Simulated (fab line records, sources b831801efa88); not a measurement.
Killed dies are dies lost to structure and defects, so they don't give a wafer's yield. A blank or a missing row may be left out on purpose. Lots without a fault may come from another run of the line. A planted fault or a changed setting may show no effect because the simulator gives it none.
Which tool did it? | flow sky130 | 12 lots, 36 wafers sampled, at 5 steps of a route of 708

WHAT THE GAUGES READ, wafer by wafer
The record holds no reading of a measuring or inspecting step that can be judged against a usual standard deviation.

WHICH TOOL RAN EACH LOT (tool, then ch and the chambers of the sampled wafers, then the start)
lot  | SKY_POLY_GATE_ETCH_17            | SKY_METAL3_SPUTTER_01        | SKY_CAP2M_CVD_00                | SKY_METAL4_DESCUM_15              | SKY_PAD_OPEN_PROBE_99
L408 | rie_si-01 ch 0,3, day 16 12:47   | pvd_sputter-04, day 36 06:52 | pecvd-03 ch 1,2, day 39 16:56   | rie_metal-01 ch 0,1, day 41 16:57 | -
L410 | rie_si-02 ch 0,1, day 16 23:31   | pvd_sputter-04, day 36 19:02 | pecvd-04 ch 1,2, day 40 02:52   | rie_metal-03 ch 0,1, day 42 02:41 | -
L409 | rie_si-01 ch 0,3, day 16 23:44   | pvd_sputter-01, day 36 21:38 | pecvd-04 ch 0,1, day 40 06:02   | rie_metal-01 ch 0,1, day 42 06:34 | -
L411 | rie_si-01 ch 0,2,3, day 17 06:32 | pvd_sputter-02, day 37 05:44 | pecvd-04 ch 1,2, day 40 13:17   | rie_metal-01 ch 1, day 42 12:52   | -
L413 | rie_si-01 ch 0,2, day 17 21:04   | pvd_sputter-04, day 37 18:39 | pecvd-04 ch 0,1, day 41 01:46   | rie_metal-03 ch 0,1, day 43 00:54 | -
L414 | rie_si-02 ch 0,3, day 18 07:38   | pvd_sputter-02, day 38 05:25 | pecvd-02 ch 2, day 41 10:04     | rie_metal-03 ch 0,1, day 43 08:26 | -
L415 | rie_si-01 ch 1,3, day 19 19:07   | pvd_sputter-04, day 39 06:19 | pecvd-02 ch 0,1,2, day 42 10:07 | rie_metal-02 ch 0,1, day 44 07:58 | -
L417 | rie_si-01 ch 1,2,3, day 20 05:52 | pvd_sputter-04, day 39 14:13 | pecvd-03 ch 0,1,2, day 42 17:35 | rie_metal-01 ch 1, day 44 15:53   | -
L418 | rie_si-01 ch 1,2, day 21 00:43   | pvd_sputter-02, day 40 05:11 | pecvd-03 ch 0,1, day 43 08:56   | rie_metal-01 ch 0,1, day 45 05:16 | prober-02, day 48 18:52
L419 | rie_si-02 ch 0,1,2, day 21 02:04 | pvd_sputter-02, day 40 07:41 | pecvd-04 ch 0,2, day 43 10:00   | rie_metal-01 ch 0,1, day 45 06:39 | prober-01, day 48 19:28
L421 | rie_si-01 ch 0,1,3, day 22 00:40 | pvd_sputter-01, day 41 03:17 | pecvd-02 ch 0,2, day 44 03:51   | rie_metal-03 ch 0,1, day 45 23:13 | prober-02, day 49 10:43
L429 | rie_si-02 ch 1,2,3, day 24 06:23 | pvd_sputter-04, day 42 18:17 | pecvd-02 ch 0,1,2, day 45 17:13 | rie_metal-03 ch 0,1, day 47 10:08 | -
- SKY_POLY_GATE_ETCH_17: etches poly-Si in HBr/Cl2, stops on SiO2, target depth 180 nm, time 70.5 s.
- SKY_METAL3_SPUTTER_01: material TiN, target thk 20 nm, time 16.7 s.
- SKY_CAP2M_CVD_00: deposits SiO2, target thk 15.5 nm.
- SKY_METAL4_DESCUM_15: chemistry O2, time 8 s.
- SKY_PAD_OPEN_PROBE_99

WHAT THE TOOLS THEMSELVES READ (means of the sampled wafers that have a number; where no wafer has one, the mark that the record gives instead)
SKY_POLY_GATE_ETCH_17.
lot  | tool      | drypump_motor_current_A (A) | oes_product_au (a.u.) | rf_fwd_power_W (W) | throttle_valve_pct (%)
L408 | rie_si-01 | 5.73                        | 0.972                 | 398.3              | 33.684
L410 | rie_si-02 | 5.75                        | 0.984                 | 397.3              | 33.678
L409 | rie_si-01 | 6.01                        | 0.983                 | 397.7              | 33.688
L411 | rie_si-01 | 5.89                        | 0.996                 | 396.5              | 33.700
L413 | rie_si-01 | 5.77                        | 0.981                 | 398.0              | 33.679
L414 | rie_si-02 | 5.97                        | 0.980                 | 398.3              | 33.689
L415 | rie_si-01 | 6.15                        | 0.977                 | 398.0              | 33.677
L417 | rie_si-01 | 6.03                        | 0.983                 | 396.5              | 33.691
L418 | rie_si-01 | 5.91                        | 0.989                 | 398.0              | 33.681
L419 | rie_si-02 | 5.67                        | 0.983                 | 397.2              | 33.693
L421 | rie_si-01 | 5.87                        | 0.987                 | 397.0              | 33.691
L429 | rie_si-02 | 5.68                        | 0.987                 | 397.0              | 33.685

SKY_METAL3_SPUTTER_01.
lot  | tool           | throttle_valve_pct (%)
L408 | pvd_sputter-04 | 30.0
L410 | pvd_sputter-04 | 29.7
L409 | pvd_sputter-01 | 29.9
L411 | pvd_sputter-02 | 29.1
L413 | pvd_sputter-04 | 29.9
L414 | pvd_sputter-02 | 29.6
L415 | pvd_sputter-04 | 31.0
L417 | pvd_sputter-04 | 30.1
L418 | pvd_sputter-02 | 29.2
L419 | pvd_sputter-02 | 29.4
L421 | pvd_sputter-01 | 29.9
L429 | pvd_sputter-04 | 29.9

SKY_CAP2M_CVD_00.
lot  | tool     | heater_power_w (W) | rf_fwd_power_W (W)
L408 | pecvd-03 | 735                | 439.8
L410 | pecvd-04 | 687                | 439.9
L409 | pecvd-04 | 603                | 440.2
L411 | pecvd-04 | 868                | 441.4
L413 | pecvd-04 | 553                | 440.9
L414 | pecvd-02 | 876                | 442.8
L415 | pecvd-02 | 821                | 441.8
L417 | pecvd-03 | 739                | 440.6
L418 | pecvd-03 | 733                | 442.3
L419 | pecvd-04 | 724                | 438.9
L421 | pecvd-02 | 809                | 442.6
L429 | pecvd-02 | 827                | 439.5

SKY_METAL4_DESCUM_15.
lot  | tool         | drypump_motor_current_A (A) | oes_product_au (a.u.) | rf_fwd_power_W (W)
L408 | rie_metal-01 | 5.7                         | 0.996                 | 147.3
L410 | rie_metal-03 | 5.7                         | 0.995                 | 146.5
L409 | rie_metal-01 | 5.7                         | 0.993                 | 147.2
L411 | rie_metal-01 | 6.6                         | 1.009                 | 147.1
L413 | rie_metal-03 | 5.7                         | 0.988                 | 146.8
L414 | rie_metal-03 | 5.6                         | 0.996                 | 146.8
L415 | rie_metal-02 | 5.9                         | 0.991                 | 147.8
L417 | rie_metal-01 | 6.6                         | 1.006                 | 147.6
L418 | rie_metal-01 | 6.1                         | 0.990                 | 147.2
L419 | rie_metal-01 | 6.2                         | 0.994                 | 147.4
L421 | rie_metal-03 | 5.7                         | 0.998                 | 146.7
L429 | rie_metal-03 | 5.7                         | 0.990                 | 147.0

SKY_PAD_OPEN_PROBE_99.
lot  | tool      | killed_at_M0_to_M3 | killed_at_M4_up | killed_at_contacts | killed_at_front_end | killed_at_other | killed_dies | killed_on_rim | killed_open | killed_short
L418 | prober-02 | 38                 | 2.3             | 27                 | 12                  | 0.3             | 80          | 13            | 48          | 32
L419 | prober-01 | 46                 | 4.0             | 22                 | 12                  | 0.0             | 84          | 16            | 46          | 37
L421 | prober-02 | 40                 | 4.3             | 22                 | 35                  | 0.0             | 102         | 23            | 40          | 42

THE ANSWER, worked out from the rows above alone
Rule: what is usual is taken from the lots themselves. Put in order of their means at a reading, lots are off if they are a third of the lots or fewer, leave a main group of 4 or more, and stand apart from it by a gap of 3 or more times the standard deviation of the main group's means; of several such gaps the widest counts. A main group whose means are all the same, to the digits that the tables above print for the reading, isn't used. A lot without any number at a reading at which 4 lots or more have one is off too. The other lots that the step has rows for count as sound. The gauges are gone through in route order, then the tools' own readings, and for those a lot's mean is taken as printed above. The first step at which some lot is off is used, and at that step the reading that is off furthest; a lot without a number counts as furthest.
No lot is off at any reading shown: from this, nothing can be told.

WHAT THE SIMULATOR HAD PUT IN
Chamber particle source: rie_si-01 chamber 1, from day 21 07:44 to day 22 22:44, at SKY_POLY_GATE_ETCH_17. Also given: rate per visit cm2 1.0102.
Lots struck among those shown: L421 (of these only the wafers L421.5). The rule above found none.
